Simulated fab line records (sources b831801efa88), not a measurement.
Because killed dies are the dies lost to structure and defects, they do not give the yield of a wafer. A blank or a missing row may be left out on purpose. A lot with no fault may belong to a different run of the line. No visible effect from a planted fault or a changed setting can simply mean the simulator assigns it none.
Struck lot and sound lot, side by side :: flow sky130 :: 14 out of 708 route steps
Sound: the wafers L489.1, L489.4, L489.6. Wafers L492.3, L492.5, L492.6 were the ones struck. The cause is given at the end.
Order at every step that has rows: each side's tool, ch and its chambers, its first start. Under that, the readings that differ: sound wafers :: struck wafers :: difference of the means :: sigmas: that difference in standard deviations of wafers without a fault.
alike: words and numbers the same on both sides, and readings whose means are apart by under 2 such deviations; not compared: readings that were withheld, readings missing a value for some wafer, numbers with overlapping values and no deviation given by the record, and bounds like >300 which may hide the same value.
The two part at a step that has a row with sigmas, a row that says differs or no value, or rows on one side only. Numbers that have no deviation but don't overlap get no sigmas and don't part them. A reading missing from all wafers of one side parts the sides only when that side holds two or more wafers.

SKY_CONTACT_ETCH_16: etches BARC in N2/H2, stops on SiO2, time 45.9 s, target depth 60 nm.
  sound on rieDiel-03 ch 0,1,2, day 32 11:44; struck on rieDiel-03 ch 1,2, day 33 10:37
  alike: drypumpMotorCurrentA, oesProductAu, throttleValvePct
  not compared: rfHoursCounterH
SKY_CONTACT_ETCH_17: etches SiO2 in C4F8/O2/Ar, stops on Si3N4, target depth 340 nm.
  sound on rieDiel-03 ch 0,1,2, day 32 11:46; struck on rieDiel-03 ch 1,2, day 33 10:39
  alike: oesProductAu
then, 1 step without rows for these wafers: SKY_CONTACT_ETCH_18 (etches Si3N4 in CHF3/O2, stops on TiN, time 39 s, target depth 75 nm).
SKY_CONTACT_STRIP_19: strips in O2/N2.
  sound on plasmaAsher-04 ch 1, day 32 11:52; struck on plasmaAsher-01 ch 0,1, day 33 10:46
  alike: drypumpMotorCurrentA, oesProductAu, stripTimeToEndpointS
  not compared: rfHoursCounterH
then, 5 steps without rows for these wafers: SKY_CONTACT_STRIP_20 (strips in post etch residue remover, time 1200 s); SKY_CONTACT_CLEAN_21 (cleans in IPA, time 180 s); SKY_CONTACT_CLEAN_22 (cleans in O3/DIW); SKY_CONTACT_SPUTTER_23 (material TiN, target thk 20 nm, time 80 s); SKY_CONTACT_CVD_24 (deposits W, target thk 340 nm, time 102.12 s).
SKY_CONTACT_RS_MEAS_25: the measuring method here is four-point-probe.
  sound on filmMetro-04, day 32 12:43; struck on filmMetro-01, day 33 11:34
  alike: CONTACT_W_RS
SKY_CONTACT_THK_MEAS_26: measures by xrf.
  sound on filmMetro-04, day 32 12:50; struck on filmMetro-01, day 33 11:40
reading: CONTACT_W_THK (nm)
sound: 350 353 351
struck: 339 336 337
difference: -14
sigmas: -2
SKY_CONTACT_CMP_27: polishes, stops on SiO2, t overpolish 15 s, target thk 0 nm.
  sound on cmp-01 ch 0,1,3, day 32 12:53; struck on cmp-01 ch 1,2, day 33 11:43
  alike: headPressurePsi, motorCurrentA, overpolishRunS, timeToEndpointS
SKY_METAL1_SPUTTER_00: material Ti, target thk 15 nm, time 10 s.
  sound on pvdSputter-03, day 32 13:11; struck on pvdSputter-03, day 33 12:01
  no value came back on the struck wafers for cathodeDcPowerW (W), chamberPressurePa (Pa), throttleValvePct (%); on the sound wafers cathodeDcPowerW (W) reads 3000.3 2998.9 2999.3
SKY_METAL1_SPUTTER_01: material TiN, target thk 20 nm, time 16.7 s.
  sound on pvdSputter-03, day 32 13:13; struck on pvdSputter-03, day 33 12:02
  alike: cathodeDcPowerW, chamberPressurePa, throttleValvePct

## WHERE THEY PART
At SKY_CONTACT_THK_MEAS_26 first; at SKY_METAL1_SPUTTER_00 last (within this record only). Later steps at which nothing parts them and some readings are alike: SKY_METAL1_SPUTTER_01.

WHY: what had been put in by the simulator
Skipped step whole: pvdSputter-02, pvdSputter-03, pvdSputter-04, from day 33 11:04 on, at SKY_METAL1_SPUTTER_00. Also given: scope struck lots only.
